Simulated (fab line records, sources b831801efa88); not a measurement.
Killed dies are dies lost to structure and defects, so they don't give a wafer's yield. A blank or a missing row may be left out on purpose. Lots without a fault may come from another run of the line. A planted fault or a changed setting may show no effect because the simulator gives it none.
A struck lot beside a sound one | flow sky130 | 16 steps out of a route of 708
Sound: wafers L715.3, L715.4, L715.5. Struck: wafer L729.5. (L729.1 of the same lot was not struck and is left out.) The cause comes at the end.
At each step with rows: each side's tool, then ch and its chambers, then its first start. Under that, the readings that differ: sound wafers | struck wafers | difference of the means | sigmas: that difference in standard deviations of wafers without a fault.
alike: readings whose means differ by less than 2 such deviations, and words and numbers that are the same on both sides. not compared: withheld readings, readings that some wafer has no value for, bounds like >300 that may hide the same value, and numbers for which the record gives no deviation and whose values overlap.
The two part at a step that has a row with sigmas, a row that says differs or no value, or rows on one side only. Numbers that don't overlap but have no deviation are shown without sigmas and don't part them. A reading that every wafer of one side lacks parts them only if that side has two wafers or more.

first, 2 steps without rows for these wafers: SKY_METAL3_PEB_11; SKY_METAL3_DEVELOP_12 (develop time 60 s).
SKY_METAL3_CD_MEAS_13: target cd 300 nm.
  sound on cd_sem-01, day 39 12:40; struck on cd_sem-01, day 44 15:08
  alike: cd_nm
SKY_METAL3_OVL_MEAS_14:
  sound on overlay-02, day 39 12:46; struck on overlay-02, day 44 15:16
  alike: METAL3_OVL
SKY_METAL3_DESCUM_15: chemistry O2, time 8 s.
  sound on rie_metal-01 ch 0,1, day 39 12:47; struck on rie_metal-02 ch 1, day 44 15:18
  alike: drypump_motor_current_A, oes_product_au
  not compared: rf_hours_counter_h
then, 1 step without rows for these wafers: SKY_METAL3_ETCH_16 (etches BARC in N2/H2, stops on SiO2, time 88.2 s, target depth 60 nm).
SKY_METAL3_ETCH_17: etches SiO2 in C4F8/O2/Ar, stops on TiN, time 3.9 s, target depth 15 nm.
  sound on rie_diel-02 ch 1,2, day 39 12:55; struck on rie_diel-04 ch 2, day 44 15:26
  alike: bias_w, oes_product_au
  not compared: rf_hours_counter_h
SKY_METAL3_METAL_ETCH_18: etches the open film in Cl2/BCl3, stops on SiO2, target depth 845 nm, time 183.1 s.
  sound on rie_metal-02 ch 1, day 39 13:03; struck on rie_metal-01 ch 1, day 44 15:27
  alike: bcl3_flow_sccm, bias_w, drypump_motor_current_A, oes_product_au, throttle_valve_pct
  not compared: rf_hours_counter_h
SKY_METAL3_STRIP_19: strips in O2/N2.
  sound on plasma_asher-01 ch 0,1, day 39 13:19; struck on plasma_asher-02 ch 1, day 44 15:38
  reading               | sound             | struck | difference | sigmas
  oes_product_au (a.u.) | 0.497 0.490 0.499 | 0.510  | +0.015     | +3
  alike: drypump_motor_current_A, strip_time_to_endpoint_s
  not compared: rf_hours_counter_h
then, 3 steps without rows for these wafers: SKY_METAL3_STRIP_20 (strips in post etch residue remover, time 1200 s); SKY_METAL3_CLEAN_21 (cleans in IPA, time 180 s); SKY_METAL3_CLEAN_22 (cleans in O3/DIW).
SKY_VIA3_HDPCVD_00: deposits SiO2, target thk 1635 nm, time 272.5 s.
  sound on hdpcvd-02 ch 1,2, day 39 13:53; struck on hdpcvd-02 ch 0, day 44 16:16
  reading                                  | sound             | struck | difference | sigmas
  run_length_s (s)                         | 300.3 300.4 300.2 | 115.1  | -185.2     | -99 or more
  model.SiO2_of_VIA3_HDPCVD_00.thk_nm (nm) | 1634 1621 1646    | 513.8  | -1119.9    |
SKY_VIA3_THK_MEAS_01:
  sound on film_metro-03, day 39 14:04; struck on film_metro-03, day 44 16:26
  reading              | sound          | struck | difference | sigmas
  VIA3_HDPCVD_THK (nm) | 1633 1621 1646 | 514    | -1119      | -59
SKY_VIA3_CMP_02: polishes SiO2.
  sound on cmp-02 ch 1,2, day 39 14:06; struck on cmp-01 ch 2, day 44 16:38
  alike: edge_zone_pressure_frac, motor_current_A
-- the record jumps here: 6 days lie between the struck wafers' starts before and after (it left off in module VIA3 and takes up again in module PAD_OPEN, whose first step shown is number 708 of the route) --
SKY_PAD_OPEN_PROBE_99:
  sound on prober-02, day 46 16:08; struck on prober-02, day 50 13:59
  reading                               | sound                | struck    | difference | sigmas
  killed_at_front_end                   | 10 9 15              | 22        | +11        | +2
  model.etest.tester.sort_n_pass        | 400 417 403          | 219       | -188       |
  model.etest.tester.sort_yield_pct (%) | 81.3 84.76 81.91     | 44.51     | -38.15     |
  model.etest.tester.sort_bin_3_pct (%) | 1.016 0.4065 0.6098  | 37.4      | +36.7      |
  model.etest.met4_comb.leak_log10_a_um | -12.06 -12.08 -11.98 | -7.07     | +4.97      |
  model.etest.tester.sort_bin_8_pct (%) | 0 0 0                | 5.826e-07 | +5.826e-07 |
  alike: defect_limited_yield, killed_at_M0_to_M3, killed_at_M4_up, killed_at_contacts, killed_at_other, killed_dies, killed_on_rim, killed_open, killed_short

WHERE THEY PART
First at SKY_METAL3_STRIP_19; last, within this record, at SKY_PAD_OPEN_PROBE_99.

WHY: what the simulator had put in
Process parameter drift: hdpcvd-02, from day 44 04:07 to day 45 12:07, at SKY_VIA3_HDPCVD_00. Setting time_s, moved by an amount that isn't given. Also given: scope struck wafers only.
